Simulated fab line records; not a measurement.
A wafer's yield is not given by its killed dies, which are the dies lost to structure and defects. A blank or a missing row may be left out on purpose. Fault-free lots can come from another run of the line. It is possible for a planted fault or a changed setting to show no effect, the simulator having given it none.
Struck lot and sound lot, side by side | flow sfq line | 26 out of 325 route steps
Sound: wafers L688.1, L688.3, L688.4. Struck: wafers L690.4, L690.5, L690.6. The cause is named last.
At each step with rows: each side's tool, then ch and its chambers, then its first start. Under that, the readings that differ: sound wafers | struck wafers | difference of the means | sigmas: that difference in standard deviations of wafers without a fault.
alike: same words and numbers on both sides, and readings whose means sit less than 2 such deviations apart. not compared: any withheld reading, any reading some wafer has no value for, any bound like >300 that may hide the same value, and any number with overlapping values for which the record gives no deviation.
Wherever a step has rows on one side only, a row that says differs or no value, or a row with sigmas, the two part there. Non-overlapping numbers with no deviation appear without sigmas and do not part them. A reading missing from all wafers of one side parts the sides only when that side holds two or more wafers.

SFQ_L0_RS_MEAS_901: a four-point-probe measurement.
  struck on film metro-01, day 2 03:37; sound on film metro-04, day 1 17:34
  alike: L0_MONX_KI_RS
SFQ_L0_THK_MEAS_902: measures by xrf.
  struck on film metro-01, day 2 03:43; sound on film metro-04, day 1 17:41
  alike: L0_MONX_KI_THK
then, 6 steps without rows for these wafers: SFQ_TRILAYER_L0_LITHO_COAT_010 (resist thk 62 nm); SFQ_TRILAYER_L0_LITHO_COAT_005 (resist thk 600 nm); SFQ_TRILAYER_L0_LITHO_SOFTBAKE_009; SFQ_TRILAYER_L0_LITHO_EXPOSE_006 (exposes mask L0, target cd 2000 nm); SFQ_TRILAYER_L0_LITHO_PEB_008 (peb time 60 s); SFQ_TRILAYER_L0_LITHO_DEVELOP_007 (time 60 s).
-- the record jumps here: 3 days lie between the struck wafers' starts before and after --
SFQ_TRILAYER_L0_BARC_OPEN_METAL_ETCH_010: etches BARC in O2, target depth 125 nm, time 41.7 s.
  sound on rie metal-01 ch 0,1, day 4 17:25; struck on rie metal-03 ch 0,1, day 5 01:50
  alike: drypump motor current A, oes product au
  not compared: rf hours counter h
SFQ_TRILAYER_L0_ETCH_METAL_ETCH_008: etches MoNx KI in SF6/O2, stops on SiO2, target depth 50 nm, time 25 s.
  sound on rie metal-01 ch 0,1, day 4 17:28; struck on rie metal-03 ch 0,1, day 5 01:53
  alike: drypump motor current A, oes product au
  not compared: rf hours counter h
then, 2 steps without rows for these wafers: SFQ_TRILAYER_L0_STRIP_STRIP_009 (strips in O2); SFQ_TRILAYER_L0_STRIP_SOLV_CLEAN_010 (cleans in NMP, time 600 s).
SFQ_TRILAYER_L0_CAP_PECVD_011: deposits SiO2 from SiH4/N2O, time 13.333 s, target thk 60 nm.
  sound on pecvd-01 ch 1,2, day 4 18:17; struck on pecvd-02 ch 0,1,2, day 5 02:53
  alike: heater power w, throttle valve pct
then, 6 steps without rows for these wafers: SFQ_TRILAYER_L0_VIA_LITHO_COAT_018 (resist thk 62 nm); SFQ_TRILAYER_L0_VIA_LITHO_COAT_013 (resist thk 650 nm); SFQ_TRILAYER_L0_VIA_LITHO_SOFTBAKE_017; SFQ_TRILAYER_L0_VIA_LITHO_EXPOSE_014 (exposes mask L0V, target cd 700 nm); SFQ_TRILAYER_L0_VIA_LITHO_PEB_016 (peb time 60 s); SFQ_TRILAYER_L0_VIA_LITHO_DEVELOP_015 (time 60 s).
-- the record jumps here: 3 days lie between the struck wafers' starts before and after --
SFQ_L0V_OVL_MEAS_903:
  struck on overlay-02, day 8 07:59; sound on overlay-02, day 7 22:47
  alike: L0V_OVL
SFQ_TRILAYER_L0_VIA_BARC_OPEN_VIA_ETCH_021: etches BARC in O2, target depth 125 nm, time 41.7 s.
  sound on rie diel-01 ch 0,1,3, day 7 22:49; struck on rie diel-02 ch 1,2,3, day 8 08:01
  alike: drypump motor current A, oes product au
  not compared: rf hours counter h
SFQ_TRILAYER_L0_VIA_ETCH_VIA_ETCH_016: etches SiO2 in CHF3, stops on MoNx KI, target depth 80 nm.
  sound on rie diel-01 ch 0,1,3, day 7 22:52; struck on rie diel-02 ch 1,2,3, day 8 08:03
  reading                         | sound             | struck            | difference | sigmas
  oes product au (a.u.)           | 0.838 0.846 0.849 | 0.994 0.994 0.994 | +0.150     | +21
  model.L0V.feature depth nm (nm) | 59.47 59.41 60.31 | 79.29 80.43 79.72 | +20.08     |
  model.etch.depth nm (nm)        | 59.47 59.41 60.31 | 79.29 80.43 79.72 | +20.08     |
  alike: drypump motor current A
SFQ_TRILAYER_L0_VIA_STRIP_STRIP_017: strips in O2.
  sound on rie metal-04 ch 0,1, day 7 22:55; struck on rie metal-02 ch 0,1, day 8 08:17
  alike: drypump motor current A, oes product au
  not compared: rf hours counter h
then, 1 step without rows for these wafers: SFQ_TRILAYER_L0_VIA_STRIP_SOLV_CLEAN_018 (cleans in NMP, time 600 s).
SFQ_TRILAYER_M0_DEP_PRE_CLEAN_020: time 15 s.
  struck on pvd sputter-05, day 8 08:52; sound on pvd sputter-06, day 7 23:41
  reading                                             | sound             | struck            | difference | sigmas
  model.SiO2_of_TRILAYER_L0_CAP_PECVD_011.thk nm (nm) | 54.47 54.41 55.31 | 116.9 117.3 116.6 | +62.2      |
SFQ_TRILAYER_M0_DEP_SPUTTER_019: material Nb, target thk 200 nm, time 133.3 s.
  struck on pvd sputter-05, day 8 08:53; sound on pvd sputter-06, day 7 23:43
  alike: throttle valve pct

## WHERE THEY PART
Only at SFQ_TRILAYER_L0_VIA_ETCH_VIA_ETCH_016, as far as this record shows. Later steps at which nothing parts them and some readings are alike: SFQ_TRILAYER_L0_VIA_STRIP_STRIP_017, SFQ_TRILAYER_M0_DEP_SPUTTER_019.

WHY: what the simulator had put in
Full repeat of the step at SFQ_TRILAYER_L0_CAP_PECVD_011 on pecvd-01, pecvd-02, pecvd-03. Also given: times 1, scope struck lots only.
